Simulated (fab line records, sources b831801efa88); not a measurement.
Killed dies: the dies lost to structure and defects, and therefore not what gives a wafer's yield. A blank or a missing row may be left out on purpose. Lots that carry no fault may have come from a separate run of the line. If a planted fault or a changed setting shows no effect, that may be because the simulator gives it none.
fab line records | flow gf180mcu
record: lots: 12 wafers: 36 last_day: 34
route steps=602 shown STI@1 MVSD@76 HV_LDD@222 SALICIDE@282
lots with no fault: from the same line, run without faults
start_h: hours from the record's opening day to when the first of the lot's shown wafers began | wait_h: hours since the lot's step before | " identical to the entry in the row above | L1.1+2: one row covering several wafers at once | - either no value or no given start | * or withheld: withheld | < > ~ a bound
route shown NAME@n: NAME is a module with steps in the file, n the number in the route of the first one | usual: mean/standard deviation taken from wafers without a fault | same: alike in all rows | chamber/n: place in a boat | sites: readings site by site | _std_site: the standard deviation of these | _edge_site: the outer-site mean with the inner-site mean subtracted | radius_mm: how far each site lies from the wafer's centre | mask NAME#n: copy n | behind: tool/chamber where the wafer was last shaped | hold: reason for holding the lot/hours on hold/outcome of the hold | device: the n, p or np transistor that did not switch | end of line: the same wafers' tests at the end of the route | where a step has no rows: the recipe by itself | killed: not the wafer's yield, but the dies lost to structure and defects at the first sort | map: per-die view of a wafer (x killed, . not killed, _ where there is no die)
set.NAME: the run value of the setting; set.NAME@STEP: its run value at that earlier step | model.NAME: the simulator's own value behind a step, which no gauge read
a sample of lots followed through the steps of the route, with each step as a table and each wafer as a row
services: a tool's chamber out of use, with start hour (start_h, from the record's first day; less than 0 if before it), hours out, and reason
== steps ==
step: GF_STI_BOW_MEAS_00
recipe: mode: bow
usual: INCOMING_BOW: 0/6.1
columns lot.wafer tool chamber start_h wait_h INCOMING_BOW[um]
L355.1 film_metro-04 - 10.00 - -8
L355.2 " - " " 2
L355.6 " - " " 2
L356.3 film_metro-04 - 15.04 - 4
L356.5 " - " " 0
L356.6 " - " " -3
L357.2 film_metro-01 - 20.02 - 1
L357.3 " - " " 12
L357.5 " - " " -4
L365.1 film_metro-01 - 60.00 - 4
L365.5 " - " " 2
L365.6 " - " " -6
L366.1 film_metro-04 - 65.00 - -8
L366.2 " - " " -3
L366.4 " - " " 7
L368.1 film_metro-02 - 75.00 - 4
L368.3 " - " " 3
L368.4 " - " " -3
L372.2 film_metro-02 - 95.02 - -5
L372.4 " - " " -8
L372.5 " - " " 7
L373.2 film_metro-01 - 100.02 - 9
L373.3 " - " " -1
L373.6 " - " " 2
L374.1 film_metro-04 - 105.00 - 4
L374.3 " - " " 6
L374.4 " - " " -5
L375.1 film_metro-02 - 110.00 - 0
L375.4 " - " " 9
L375.5 " - " " 3
L376.1 film_metro-04 - 115.00 - 3
L376.4 " - " " -6
L376.6 " - " " 1
L378.2 film_metro-04 - 125.02 - 0
L378.4 " - " " 15
L378.5 " - " " 14
step: GF_MVSD_STRIP_10
recipe: chemistry: O2/N2 power_w: 1400 pressure_mtorr: 1500 platen_temp_c: 250 o2_flow_sccm: 3000 n2_flow_sccm: 300 overash_fraction: 0.5
usual: drypump_motor_current_A: 5.5/0.36 heater_power_w: 339/37 oes_product_au: 0.723/0.0043 overash_fraction: 0.5/0 strip_time_to_endpoint_s: 37.01/0.1
columns lot.wafer tool chamber start_h wait_h drypump_motor_current_A heater_power_w oes_product_au overash_fraction rf_hours_counter_h strip_time_to_endpoint_s
L355.1 plasma_asher-03 1 82.07 0.1 5.5 365 0.722 0.5 31 36.88
L355.2 " 0 " " 5.9 324 0.722 0.5 31 36.97
L355.6 " 0 " " 5.9 331 0.723 0.5 - 36.92
L356.3 plasma_asher-03 0 87.39 0.1 5.9 329 0.723 0.5 - 37.03
L356.5 " 0 " " 5.9 325 0.717 0.5 - 36.93
L356.6 " 1 " " 5.5 364 0.725 0.5 - 36.95
L357.2 plasma_asher-02 1 93.27 0.1 5.6 429 0.724 0.5 39 37.00
L357.3 " 0 " " 5.5 399 0.724 0.5 - 36.99
L357.5 " 1 " " 5.6 436 0.730 0.5 - 36.98
L365.1 plasma_asher-04 0 148.63 0.1 5.9 312 0.798 0.3 54 37.10
L365.5 " 0 " " 5.9 314 0.798 0.3 - 37.14
L365.6 " 1 " " 4.9 312 0.802 0.3 - 36.99
L366.1 plasma_asher-04 0 156.12 0.1 5.9 314 0.795 0.3 55 36.96
L366.2 " 1 " " 5.0 312 0.796 0.3 55 36.86
L366.4 " 1 " " 5.0 310 0.791 0.3 - 36.82
L368.1 plasma_asher-03 0 162.00 0.1 5.8 331 0.731 0.5 40 37.10
L368.3 " 0 " " 5.8 329 0.729 0.5 - 37.04
L368.4 " 1 " " 5.5 373 0.727 0.5 - 37.10
L372.2 plasma_asher-03 1 182.20 0.1 5.5 375 0.720 0.5 43 37.11
L372.4 " 0 " " 5.9 329 0.725 0.5 - 37.08
L372.5 " 0 " " 5.9 336 0.724 0.5 - 37.05
L373.2 plasma_asher-03 1 186.47 0.1 5.5 368 0.722 0.5 43 37.14
L373.3 " 1 " " 5.6 368 0.722 0.5 - 37.22
L373.6 " 0 " " 5.8 328 0.719 0.5 - 37.23
L374.1 plasma_asher-03 1 191.77 0.1 5.5 367 0.725 0.5 44 37.02
L374.3 " 0 " " 5.9 333 0.718 0.5 - 37.07
L374.4 " 1 " " 5.5 378 0.722 0.5 - 37.15
L375.1 plasma_asher-03 0 204.67 0.1 5.8 340 0.723 0.5 44 37.03
L375.4 " 1 " " 5.5 376 0.717 0.5 - 37.00
L375.5 " 0 " " 5.9 328 0.721 0.5 - 37.04
L376.1 plasma_asher-02 0 205.67 0.1 5.4 398 0.721 0.5 3 37.06
L376.4 " 1 " " 5.6 415 0.724 0.5 - 37.01
L376.6 " 0 " " 5.4 397 0.723 0.5 - 36.99
L378.2 plasma_asher-04 1 218.22 0.1 4.9 306 0.728 0.5 62 37.16
L378.4 " 0 " " 5.9 314 0.724 0.5 - 37.09
L378.5 " 1 " " 4.9 303 0.722 0.5 - 36.92
step: GF_HV_LDD_CD_MEAS_46
recipe: target_cd_nm: 400
usual: cd_nm: 398.9/2.5
columns lot.wafer tool chamber start_h wait_h cd_nm
L355.1 cd_sem-02 - 267.37 0.1 400.0
L355.2 " - " " 399.1
L355.6 " - " " 397.9
L356.3 cd_sem-01 - 277.32 0.1 398.6
L356.5 " - " " 401.8
L356.6 " - " " 399.3
L357.2 cd_sem-01 - 285.54 0.1 398.5
L357.3 " - " " 397.8
L357.5 " - " " 396.4
L365.1 cd_sem-02 - 361.36 0.1 399.1
L365.5 " - " " 401.7
L365.6 " - " " 403.9
L366.1 cd_sem-02 - 373.99 0.1 399.7
L366.2 " - " " 399.7
L366.4 " - " " 401.0
L368.1 cd_sem-01 - 383.86 0.1 402.5
L368.3 " - " " 402.5
L368.4 " - " " 401.5
L372.2 cd_sem-02 - 407.83 0.1 400.7
L372.4 " - " " 399.5
L372.5 " - " " 401.0
L373.2 cd_sem-01 - 421.43 0.1 394.5
L373.3 " - " " 395.3
L373.6 " - " " 395.4
L374.1 cd_sem-02 - 423.78 0.1 395.8
L374.3 " - " " 397.7
L374.4 " - " " 399.1
L375.1 cd_sem-01 - 441.01 0.1 399.2
L375.4 " - " " 399.2
L375.5 " - " " 401.4
L376.1 cd_sem-02 - 442.61 0.1 400.6
L376.4 " - " " 402.1
L376.6 " - " " 401.9
L378.2 cd_sem-02 - 459.00 0.1 397.5
L378.4 " - " " 395.5
L378.5 " - " " 398.0
step: GF_SALICIDE_RS_MEAS_04
recipe: thk_meas_gauge: four-point-probe reads: TiN_of_SALICIDE_SPUTTER_03+Co_of_SALICIDE_SPUTTER_02
usual: SALICIDE_TIN_RS: 16.3/0.31
columns lot.wafer tool chamber start_h wait_h SALICIDE_TIN_RS[ohm/sq]
L355.1 film_metro-02 - 335.73 0.0 16.3
L355.2 " - " " 16.0
L355.6 " - " " 16.1
L356.3 film_metro-03 - 344.37 0.1 16.5
L356.5 " - " " 16.2
L356.6 " - " " 16.0
L357.2 film_metro-01 - 351.52 0.0 15.8
L357.3 " - " " 16.0
L357.5 " - " " 16.0
L365.1 film_metro-02 - 436.34 0.0 16.2
L365.5 " - " " 16.7
L365.6 " - " " 16.2
L366.1 film_metro-02 - 448.12 0.0 16.3
L366.2 " - " " 16.5
L366.4 " - " " 16.2
L368.1 film_metro-01 - 459.88 0.0 16.2
L368.3 " - " " 16.5
L368.4 " - " " 16.8
L372.2 film_metro-02 - 486.22 0.0 16.0
L372.4 " - " " 16.2
L372.5 " - " " 16.1
L373.2 film_metro-03 - 497.43 0.0 16.1
L373.3 " - " " 15.9
L373.6 " - " " 16.5
L374.1 film_metro-03 - 499.45 0.0 15.9
L374.3 " - " " 15.7
L374.4 " - " " 16.1
L375.1 film_metro-02 - 518.32 0.0 16.3
L375.4 " - " " 16.4
L375.5 " - " " 16.2
L376.1 film_metro-03 - 519.29 0.0 16.2
L376.4 " - " " 16.3
L376.6 " - " " 16.4
L378.2 film_metro-02 - 533.53 0.0 16.0
L378.4 " - " " 16.0
L378.5 " - " " 16.1
== services ==
columns tool chamber start_h hours kind
plasma_asher-02 - 108.75 9.0 pm
plasma_asher-02 0 108.75 9.0 vent_cycle
plasma_asher-02 1 108.75 9.0 vent_cycle
plasma_asher-04 - 114.00 0.8 repair
plasma_asher-02 0 117.75 - clean
plasma_asher-02 1 117.75 - clean
plasma_asher-02 - 137.51 56.4 repair
plasma_asher-04 - 179.73 4.1 repair
plasma_asher-03 - 192.20 9.0 repair
== key ==
first_sign: step: GF_MVSD_STRIP_10 reading: overash_fraction direction: down sigmas: 99+ usual: 0.5 struck: 0.3
effect: step: GF_MVSD_STRIP_10 reading: oes_product_au direction: up sigmas: 17 usual: 0.723 struck: 0.797
met_at GF_MVSD_STRIP_10
struck_lots L365,L366
tester_left_out L365,L366
not_acting_at GF_STI_BOW_MEAS_00,GF_HV_LDD_CD_MEAS_46,GF_SALICIDE_RS_MEAS_04
fault: kind: process_parameter_drift tool: plasma_asher-04 chamber: - onset_h: 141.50 steps: GF_MVSD_STRIP_10 channel: overash_fraction offset: -0.2 shape: step end_h: 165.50 acts_in: these_recipes_only stated: 0.5
tester_left_out: of these lots the tester's yield and bins aren't shown, on N5 and GAA mostly nor the transistor test; their killed dies are dies lost to structure and defects alone, not to doping, threshold or leakage, so they don't give the yield
